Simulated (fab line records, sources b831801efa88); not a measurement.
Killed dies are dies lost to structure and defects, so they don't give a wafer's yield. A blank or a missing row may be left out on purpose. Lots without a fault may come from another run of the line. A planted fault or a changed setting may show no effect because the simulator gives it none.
fab line records | flow sfq_line
record lots=5 wafers=15 last_day=73
route steps=325 shown M1@62 I1@73 M2@88 I2@103 M8@325
lots that met no fault: from a run of the same line without faults
start_h: hours from the record's first day to the start of the lot's first wafer shown | wait_h: hours since the lot's step before | " the same as in the row above | L1.1+2: a row that stands for several wafers | - no value, or no start given | * or withheld: withheld | < > ~ a bound
route shown NAME@n: a module of which the file shows steps, and the number in the route of the first | usual: mean/standard deviation of fault-free wafers | same: alike in all rows | chamber/n: place in a boat | sites: the reading at each site | _std_site: their standard deviation | _edge_site: outer sites' mean less inner sites' | radius_mm: how far each site lies from the wafer's centre | mask NAME#n: copy n | behind: the tool/chamber that last shaped the wafer | hold: why the lot was held/for how many hours/how that ended | device: the transistor (n, p or np) that didn't switch | end of line: the same wafers' tests at the end of the route | a step without rows: its recipe alone | killed: dies lost to structure and defects at the first sort, not the wafer's yield | map: a wafer's dies, x killed, . not, _ none there
set.NAME: the setting as run; set.NAME@STEP: as run at that earlier step | model.NAME: the simulator's own value behind a step, which no gauge read
lots at some steps of the route; a table a step, a row a wafer
services: from which hour (start_h, from the record's first day; less than 0 if before it) a tool's chamber was out of use, for how many hours, and why
## steps
# step SFQ_TRILAYER_M1_LITHO_COAT_044
# recipe resist=BARC spin_rpm=3000 resist_thk_nm=62
# step SFQ_TRILAYER_M1_LITHO_COAT_039
# recipe resist=KrF spin_rpm=3000 resist_thk_nm=600
# step SFQ_TRILAYER_M1_LITHO_SOFTBAKE_043
# recipe temp_c=withheld time_s=withheld resist=KrF
# step SFQ_TRILAYER_M1_LITHO_EXPOSE_040
# recipe mask_id=M1 na=0.6 source_shape=conventional sigma_outer=0.65 target_cd_nm=500 dose_mj=14.4
# step SFQ_TRILAYER_M1_LITHO_PEB_042
# recipe peb_temp_c=115 peb_time_s=60 resist=KrF
# step SFQ_TRILAYER_M1_LITHO_DEVELOP_041
# recipe time_s=60 resist=KrF
# step SFQ_M1_OVL_MEAS_911
# usual M1_OVL=0/5.6
# columns lot.wafer tool chamber start_h wait_h M1_OVL[nm]
L700.3 overlay-01 - 286.69 0.1 -11
L700.4 " - " " -3
L700.5 " - " " -10
L703.4 overlay-01 - 308.30 0.1 4
L703.5 " - " " -9
L703.6 " - " " -4
L706.2 overlay-01 - 346.59 0.1 6
L706.3 " - " " 7
L706.6 " - " " 3
L707.1 overlay-01 - 354.98 0.1 6
L707.2 " - " " 8
L707.4 " - " " 18
L711.2 overlay-01 - 385.74 0.1 3
L711.4 " - " " 0
L711.6 " - " " 1
# step SFQ_TRILAYER_M1_BARC_OPEN_METAL_ETCH_054
# recipe mask_material=PR chemistry=O2 target_depth_nm=125 target=BARC icp_w=600 bias_w=80 pressure_mtorr=10 time_s=41.7
# usual drypump_motor_current_A=6.17/0.28 oes_product_au=0.685/0.004
# columns lot.wafer tool chamber start_h wait_h drypump_motor_current_A oes_product_au rf_hours_counter_h
L700.3 rie_metal-01 0 286.74 0.0 6.22 0.687 -
L700.4 " 1 " " 6.30 0.681 -
L700.5 " 0 " " 6.18 0.684 -
L703.4 rie_metal-01 0 308.34 0.0 6.21 0.688 -
L703.5 " 1 " " 6.32 0.685 -
L703.6 " 0 " " 6.17 0.685 -
L706.2 rie_metal-03 1 346.62 0.0 6.58 0.683 9
L706.3 " 0 " " 5.90 0.683 -
L706.6 " 1 " " 6.59 0.688 -
L707.1 rie_metal-03 0 355.02 0.0 5.90 0.686 52
L707.2 " 1 " " 6.57 0.677 11
L707.4 " 0 " " 5.89 0.683 -
L711.2 rie_metal-03 1 385.77 0.0 6.63 0.684 14
L711.4 " 1 " " 6.58 0.691 -
L711.6 " 1 " " 6.62 0.685 -
# step SFQ_TRILAYER_M1_ETCH_METAL_ETCH_042
# recipe target=Nb stop_on=SiO2 mask_material=PR chemistry=Cl2/Ar target_depth_nm=240 icp_w=600 bias_w=80 pressure_mtorr=10 time_s=120
# step SFQ_TRILAYER_M1_STRIP_STRIP_043
# recipe gas=O2 power_w=200 platen_temp_c=40 overash_fraction=0.65 chemistry=O2 pressure_mtorr=50
# usual drypump_motor_current_A=6.17/0.28 oes_product_au=0.994/0.0086
# columns lot.wafer tool chamber start_h wait_h drypump_motor_current_A oes_product_au rf_hours_counter_h
L700.3 rie_metal-01 0 287.10 0.2 6.20 1.001 -
L700.4 " 1 " " 6.34 0.978 -
L700.5 " 0 " " 6.25 0.992 -
L703.4 rie_metal-01 0 309.14 0.7 6.18 1.002 -
L703.5 " 0 " " 6.20 0.991 -
L703.6 " 0 " " 6.20 0.994 -
L706.2 rie_metal-03 1 346.80 0.1 6.58 0.985 10
L706.3 " 0 " " 5.91 0.990 -
L706.6 " 1 " " 6.59 0.994 -
L707.1 rie_metal-03 0 355.20 0.1 5.92 0.991 52
L707.2 " 1 " " 6.60 0.976 11
L707.4 " 0 " " 5.92 0.994 -
L711.2 rie_metal-03 1 385.95 0.1 6.62 1.000 14
L711.4 " 1 " " 6.63 1.003 -
L711.6 " 1 " " 6.62 0.996 -
# step SFQ_TRILAYER_M1_STRIP_SOLV_CLEAN_044
# recipe chemistry=NMP temp_c=70 time_s=600
# step SFQ_TRILAYER_I1_DEP_PECVD_045
# recipe material=SiO2 temp_c=150 time_s=111.11 pressure_torr=2.4 rf_w=183.3 precursor=SiH4/N2O target_thk_nm=500
# usual heater_power_w=83/11 throttle_valve_pct=25.5/1.7
# columns lot.wafer tool chamber start_h wait_h heater_power_w throttle_valve_pct
L700.3 pecvd-04 0 287.68 0.0 83 25.9
L700.4 " 0 " " 84 26.3
L700.5 " 1 " " 79 23.9
L703.4 pecvd-01 2 309.96 0.0 80 24.9
L703.5 " 1 " " 84 23.7
L703.6 " 0 " " 64 25.6
L706.2 pecvd-04 0 347.58 0.0 91 26.4
L706.3 " 2 " " 100 25.4
L706.6 " 1 " " 73 23.9
L707.1 pecvd-04 1 355.99 0.0 76 23.9
L707.2 " 2 " " 98 25.2
L707.4 " 0 " " 89 26.5
L711.2 pecvd-01 1 386.73 0.0 90 23.5
L711.4 " 1 " " 93 23.4
L711.6 " 2 " " 68 25.2
# step SFQ_TRILAYER_I1_CMP_CMP_046
# recipe material=SiO2 down_force_psi=3 platen_rpm=60 pad_velocity_m_s=0.94248
# usual motor_current_A=10.5/1 time_to_endpoint_s=212/9
# columns lot.wafer tool chamber start_h wait_h motor_current_A time_to_endpoint_s model.SiO2_of_TRILAYER_I1_DEP_PECVD_045.thk_nm
L700.4 cmp-02 2 290.47 2.7 9.3 222 199.3
L700.3 " 0 291.47 3.8 10.5 211 199.7
L700.5 " 1 " " 9.6 213 199
L703.4 cmp-02 3 314.47 4.5 11.0 203 197.1
L703.6 " 2 315.97 6.0 9.4 215 199.4
L703.5 " 3 " " 11.0 205 198.5
L706.2 cmp-01 0 353.10 5.5 10.7 218 198.9
L706.3 " 3 354.60 7.0 11.1 212 199.2
L706.6 " 1 355.60 7.9 12.7 221 199.8
L707.2 cmp-02 0 361.00 5.0 10.0 237 148.4
L707.1 " 2 362.00 6.0 9.7 201 200.6
L707.4 " 3 " " 10.8 204 198.6
L711.2 cmp-01 0 388.60 1.8 10.3 223 201.6
L711.4 " 2 389.60 2.8 10.6 212 198.3
L711.6 " 1 391.10 4.3 12.9 225 201.6
# step SFQ_I1_BOW_MEAS_912
# recipe mode=bow
# usual I1_BOW=1/7.9
# columns lot.wafer tool chamber start_h wait_h I1_BOW[um]
L700.3 film_metro-02 - 293.01 1.0 -1
L700.4 " - " " 11
L700.5 " - " " 1
L703.4 film_metro-04 - 317.03 2.1 13
L703.5 " - " " 15
L703.6 " - " " 6
L706.2 film_metro-02 - 356.12 2.5 10
L706.3 " - " " 4
L706.6 " - " " 3
L707.1 film_metro-01 - 364.00 1.5 12
L707.2 " - " " -1
L707.4 " - " " -11
L707.1 film_metro-01 - 365.32 1.3 -
L707.2 " - " " -
L707.4 " - " " -
L711.2 film_metro-01 - 391.62 2.5 3
L711.4 " - " " 6
L711.6 " - " " 4
# step SFQ_TRILAYER_I1_METRO_MEASURE_047
# usual thk_nm=199.7/1.3
# columns lot.wafer tool chamber start_h wait_h thk_nm
L700.3 film_metro-02 - 293.49 0.5 199.8
L700.4 " - " " 199.3
L700.5 " - " " 198.9
L703.4 film_metro-04 - 317.69 0.6 197.0
L703.5 " - " " 198.5
L703.6 " - " " 199.4
L706.2 film_metro-02 - 356.42 0.3 198.9
L706.3 " - " " 199.1
L706.6 " - " " 200.0
L707.1 film_metro-01 - 367.70 2.4 200.7
L707.2 " - " " 148.4
L707.4 " - " " 198.8
L707.1 film_metro-01 - 369.07 1.2 200.8
L707.2 " - " " 148.5
L707.4 " - " " 198.7
L711.2 film_metro-01 - 391.92 0.3 201.3
L711.4 " - " " 198.4
L711.6 " - " " 201.6
# step SFQ_TRILAYER_I1_VIA_LITHO_COAT_054
# recipe resist=BARC spin_rpm=3000 resist_thk_nm=62
# step SFQ_TRILAYER_I1_VIA_LITHO_COAT_049
# recipe resist=KrF spin_rpm=3000 resist_thk_nm=650
# step SFQ_TRILAYER_I1_VIA_LITHO_SOFTBAKE_053
# recipe temp_c=withheld time_s=withheld resist=KrF
# step SFQ_TRILAYER_I1_VIA_LITHO_EXPOSE_050
# recipe mask_id=I1 na=0.6 source_shape=conventional sigma_outer=0.65 target_cd_nm=500 dose_mj=21.3
# step SFQ_TRILAYER_I1_VIA_LITHO_PEB_052
# recipe peb_temp_c=115 peb_time_s=60 resist=KrF
# step SFQ_TRILAYER_I1_VIA_LITHO_DEVELOP_051
# recipe time_s=60 resist=KrF
# step SFQ_I1_OVL_MEAS_913
# usual I1_OVL=2/5.4
# columns lot.wafer tool chamber start_h wait_h I1_OVL[nm]
L700.3 overlay-01 - 378.71 0.1 6
L700.4 " - " " 6
L700.5 " - " " 8
L703.4 overlay-01 - 404.92 0.1 1
L703.5 " - " " 1
L703.6 " - " " -3
L706.2 overlay-01 - 442.86 0.1 4
L706.3 " - " " 1
L706.6 " - " " 4
L707.1 overlay-02 - 450.05 0.1 -2
L707.2 " - " " 2
L707.4 " - " " 0
L711.2 overlay-01 - 482.46 0.1 -3
L711.4 " - " " -5
L711.6 " - " " -2
# step SFQ_TRILAYER_I1_VIA_BARC_OPEN_VIA_ETCH_071
# recipe mask_material=PR chemistry=O2 target_depth_nm=125 target=BARC source_w=500 bias_w=80 pressure_mtorr=30 time_s=41.7
# step SFQ_TRILAYER_I1_VIA_ETCH_VIA_ETCH_052
# recipe target=SiO2 stop_on=Nb mask_material=PR taper_deg=20 chemistry=CHF3 target_depth_nm=260 source_w=500 bias_w=80 pressure_mtorr=30 time_s=withheld
# usual drypump_motor_current_A=6.0/0.52 oes_product_au=0.854/0.0057
# columns lot.wafer tool chamber start_h wait_h drypump_motor_current_A oes_product_au model.I1.feature_depth_nm model.etch.depth_nm
L700.3 rie_diel-02 2 378.78 0.0 5.8 0.850 199.7 199.7
L700.4 " 0 " " 5.6 0.854 199.3 199.3
L700.5 " 0 " " 5.6 0.867 199 199
L703.4 rie_diel-03 3 404.98 0.0 4.9 0.850 197.1 197.1
L703.5 " 3 " " 4.9 0.849 198.5 198.5
L703.6 " 2 " " 6.2 0.857 199.4 199.4
L706.2 rie_diel-03 3 442.93 0.0 4.9 0.852 198.9 198.9
L706.3 " 2 " " 6.3 0.845 199.2 199.2
L706.6 " 3 " " 4.9 0.851 199.8 199.8
L707.1 rie_diel-02 3 450.13 0.0 6.8 0.855 200.6 200.6
L707.2 " 1 " " 5.5 0.722 148.4 148.4
L707.4 " 0 " " 5.6 0.846 198.6 198.6
L711.2 rie_diel-03 2 482.53 0.0 6.3 0.857 201.6 201.6
L711.4 " 0 " " 6.3 0.850 198.3 198.3
L711.6 " 2 " " 6.3 0.856 201.6 201.6
# step SFQ_TRILAYER_I1_VIA_STRIP_STRIP_053
# recipe gas=O2 power_w=200 platen_temp_c=40 overash_fraction=0.65 chemistry=O2 pressure_mtorr=50
# usual drypump_motor_current_A=5.9/0.36 oes_product_au=0.995/0.007
# columns lot.wafer tool chamber start_h wait_h drypump_motor_current_A oes_product_au rf_hours_counter_h
L700.3 rie_metal-03 1 379.09 - 6.6 1.004 -
L700.4 " 0 " " 5.9 0.984 -
L700.5 " 0 " " 5.9 1.004 -
L703.4 rie_metal-03 0 405.29 - 5.9 1.003 -
L703.5 " 0 " " 5.9 1.000 -
L703.6 " 1 " " 6.6 1.003 -
L706.2 rie_metal-02 0 443.04 - 5.6 0.984 159
L706.3 " 1 " " 5.8 0.995 -
L706.6 " 0 " " 5.5 0.989 -
L707.1 rie_metal-01 0 450.24 - 6.2 0.990 75
L707.2 " 1 " " 6.3 0.993 50
L707.4 " 1 " " 6.3 0.988 -
L711.2 rie_metal-02 0 482.64 - 5.6 0.993 165
L711.4 " 0 " " 5.6 0.992 -
L711.6 " 1 " " 5.8 0.990 -
# step SFQ_TRILAYER_I1_VIA_STRIP_SOLV_CLEAN_054
# recipe chemistry=NMP temp_c=70 time_s=600
# step SFQ_TRILAYER_M2_DEP_PRE_CLEAN_056
# recipe gas=Ar time_s=22.5 bias_v=250
# columns lot.wafer tool chamber start_h wait_h model.SiO2_of_TRILAYER_I1_DEP_PECVD_045.thk_nm
L700.3 pvd_sputter-05 - 379.66 0.0 192.2
L700.4 " - " " 191.8
L700.5 " - " " 191.5
L703.4 pvd_sputter-03 - 405.86 0.0 189.6
L703.5 " - " " 191
L703.6 " - " " 191.9
L706.2 pvd_sputter-05 - 443.81 0.0 191.4
L706.3 " - " " 191.7
L706.6 " - " " 192.3
L707.1 pvd_sputter-04 - 451.01 0.0 193.1
L707.2 " - " " 140.9
L707.4 " - " " 191.1
L711.2+6 pvd_sputter-03 - 483.41 0.0 194.1
L711.4 " - " " 190.8
# step SFQ_TRILAYER_M2_DEP_SPUTTER_055
# recipe material=Nb base_pressure_pa=1.33e-06 chamber_pressure_pa=0.1333 substrate_temp_c=20 resputter_cathode_voltage_v=400 target_thk_nm=200 power_w=2000 time_s=133.3
# usual cathode_dc_power_W=2000.1/0.33 throttle_valve_pct=30.1/0.66
# columns lot.wafer tool chamber start_h wait_h cathode_dc_power_W throttle_valve_pct
L700.3 pvd_sputter-05 - 379.69 0.0 2000.2 29.8
L700.4 " - " " 2000.2 30.3
L700.5 " - " " 1999.8 29.8
L703.4 pvd_sputter-03 - 405.89 0.0 2000.1 29.7
L703.5 " - " " 2000.2 30.8
L703.6 " - " " 1999.1 29.6
L706.2 pvd_sputter-05 - 443.84 0.0 2000.1 29.5
L706.3 " - " " 2000.2 29.7
L706.6 " - " " 1999.9 29.6
L707.1 pvd_sputter-04 - 451.04 0.0 2000.0 30.0
L707.2 " - " " 1999.9 30.4
L707.4 " - " " 2000.1 28.7
L711.2 pvd_sputter-03 - 483.44 0.0 2000.4 29.5
L711.4 " - " " 2000.1 30.9
L711.6 " - " " 1999.6 31.0
# step SFQ_M2_RS_MEAS_914
# recipe thk_meas_gauge=four-point-probe reads=Nb_of_TRILAYER_M2_DEP_SPUTTER_055
# usual M2_NB_RS=0.899/0.015
# columns lot.wafer tool chamber start_h wait_h M2_NB_RS[ohm/sq]
L700.3 film_metro-02 - 379.82 0.1 0.879
L700.4 " - " " 0.900
L700.5 " - " " 0.873
L703.4 film_metro-02 - 406.04 0.1 0.907
L703.5 " - " " 0.897
L703.6 " - " " 0.914
L706.2 film_metro-01 - 443.95 0.1 0.894
L706.3 " - " " 0.868
L706.6 " - " " 0.895
L707.1 film_metro-02 - 451.13 0.0 0.914
L707.2 " - " " 0.912
L707.4 " - " " 0.905
L711.2 film_metro-03 - 483.55 0.1 0.900
L711.4 " - " " 0.932
L711.6 " - " " 0.898
# step SFQ_TRILAYER_M2_LITHO_COAT_062
# recipe resist=BARC spin_rpm=3000 resist_thk_nm=62
# step SFQ_TRILAYER_M2_LITHO_COAT_057
# recipe resist=KrF spin_rpm=3000 resist_thk_nm=600
# step SFQ_TRILAYER_M2_LITHO_SOFTBAKE_061
# recipe temp_c=withheld time_s=withheld resist=KrF
# step SFQ_TRILAYER_M2_LITHO_EXPOSE_058
# recipe mask_id=M2 na=0.6 source_shape=conventional sigma_outer=0.65 target_cd_nm=500 dose_mj=14.4
# step SFQ_TRILAYER_M2_LITHO_PEB_060
# recipe peb_temp_c=115 peb_time_s=60 resist=KrF
# step SFQ_TRILAYER_M2_LITHO_DEVELOP_059
# recipe time_s=60 resist=KrF
# step SFQ_M2_OVL_MEAS_916
# usual M2_OVL=1/3.8
# columns lot.wafer tool chamber start_h wait_h M2_OVL[nm]
L700.3 overlay-01 - 468.06 0.1 1
L700.4 " - " " 5
L700.5 " - " " 7
L703.4 overlay-01 - 498.17 0.1 2
L703.5 " - " " 0
L703.6 " - " " 1
L706.2 overlay-01 - 536.72 0.1 -4
L706.3 " - " " -6
L706.6 " - " " -5
L707.1 overlay-01 - 546.31 0.1 6
L707.2 " - " " 2
L707.4 " - " " 1
L711.2 overlay-02 - 578.52 0.1 1
L711.4 " - " " 2
L711.6 " - " " 0
# step SFQ_TRILAYER_M2_BARC_OPEN_METAL_ETCH_077
# recipe mask_material=PR chemistry=O2 target_depth_nm=125 target=BARC icp_w=600 bias_w=80 pressure_mtorr=10 time_s=41.7
# step SFQ_TRILAYER_M2_ETCH_METAL_ETCH_060
# recipe target=Nb stop_on=SiO2 mask_material=PR chemistry=Cl2/Ar target_depth_nm=240 icp_w=600 bias_w=80 pressure_mtorr=10 time_s=120
# step SFQ_TRILAYER_M2_STRIP_STRIP_061
# recipe gas=O2 power_w=200 platen_temp_c=40 overash_fraction=0.65 chemistry=O2 pressure_mtorr=50
# step SFQ_TRILAYER_M2_STRIP_SOLV_CLEAN_062
# recipe chemistry=NMP temp_c=70 time_s=600
# step SFQ_TRILAYER_I2_DEP_PECVD_063
# recipe material=SiO2 temp_c=150 time_s=111.11 pressure_torr=2.4 rf_w=183.3 precursor=SiH4/N2O target_thk_nm=500
# step SFQ_M8_BOW_MEAS_951
# recipe mode=bow
# usual M8_BOW=10/12
# columns lot.wafer tool chamber start_h wait_h M8_BOW[um] model.etest.i1.link_ohm
L700.3 film_metro-03 - 1611.35 0.0 9 1.964
L700.4 " - " " 20 1.994
L700.5 " - " " 10 1.964
L703.4 film_metro-01 - 1631.58 0.1 29 1.978
L703.5 " - " " 31 1.96
L703.6 " - " " 21 1.997
L706.2 film_metro-04 - 1659.10 0.0 26 1.975
L706.3 " - " " 20 1.938
L706.6 " - " " 20 1.994
L707.1 film_metro-01 - 1667.65 0.0 38 2.004
L707.2 " - " " 25 1.961
L707.4 " - " " 15 2.018
L711.2 film_metro-04 - 1761.81 0.0 12 2.02
L711.4 " - " " 17 2.034
L711.6 " - " " 14 1.985
## services
# columns tool chamber start_h hours kind
cmp-01 - 269.24 0.3 repair
cmp-02 - 271.35 6.6 pm
pvd_sputter-05 - 272.49 0.5 repair
film_metro-01 - 277.86 0.5 pm
film_metro-01 - 297.29 1.2 pm
cmp-01 - 305.64 0.8 repair
pecvd-04 - 308.00 14.6 pm
film_metro-02 - 329.10 0.5 pm
film_metro-02 - 330.85 1.2 pm
cmp-01 - 330.94 10.2 pm
rie_metal-03 - 355.80 14.6 pm
cmp-02 - 356.11 1.6 repair
pvd_sputter-05 - 358.69 9.1 repair
rie_metal-01 1 359.49 5.3 repair
rie_metal-02 - 384.48 4.3 pm
cmp-01 - 392.29 2.0 repair
rie_diel-02 2 401.20 1.6 repair
film_metro-01 - 404.38 1.7 repair
cmp-02 - 407.80 4.0 pm
pecvd-04 - 430.32 0.8 repair
rie_diel-03 0 447.18 4.3 repair
rie_diel-03 1 451.00 3.9 repair
film_metro-01 - 456.04 1.3 pm
pecvd-04 2 456.84 4.6 repair
## key
first_sign step=SFQ_I1_BOW_MEAS_912 reading=visit direction=added
effect step=SFQ_TRILAYER_I1_METRO_MEASURE_047 reading=visit direction=added
effect step=SFQ_TRILAYER_I1_METRO_MEASURE_047 reading=thk_nm direction=down sigmas=41 usual=199.7 struck=148.4
effect step=SFQ_TRILAYER_I1_VIA_ETCH_VIA_ETCH_052 reading=oes_product_au direction=down sigmas=23 usual=0.854 struck=0.722
model_effect step=SFQ_TRILAYER_I1_CMP_CMP_046 value=SiO2_of_TRILAYER_I1_DEP_PECVD_045.thk_nm without=198.4 struck=148.4
model_effect step=SFQ_TRILAYER_I1_VIA_ETCH_VIA_ETCH_052 value=I1.feature_depth_nm without=198.4 struck=148.4
model_effect step=SFQ_TRILAYER_M2_DEP_PRE_CLEAN_056 value=SiO2_of_TRILAYER_I1_DEP_PECVD_045.thk_nm without=190.9 struck=140.9
model_effect step=SFQ_M8_BOW_MEAS_951 value=etest.i1.link_ohm without=2.008 struck=1.961
met_at SFQ_TRILAYER_I1_CMP_CMP_046
struck_wafers L707.2
onset_between 290.47 361.00
fault kind=process_parameter_drift tool=cmp-02 chamber=0 onset_h=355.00 steps=SFQ_TRILAYER_I1_CMP_CMP_046 channel=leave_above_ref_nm offset=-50 shape=step end_h=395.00 acts_in=these_recipes_only stated=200
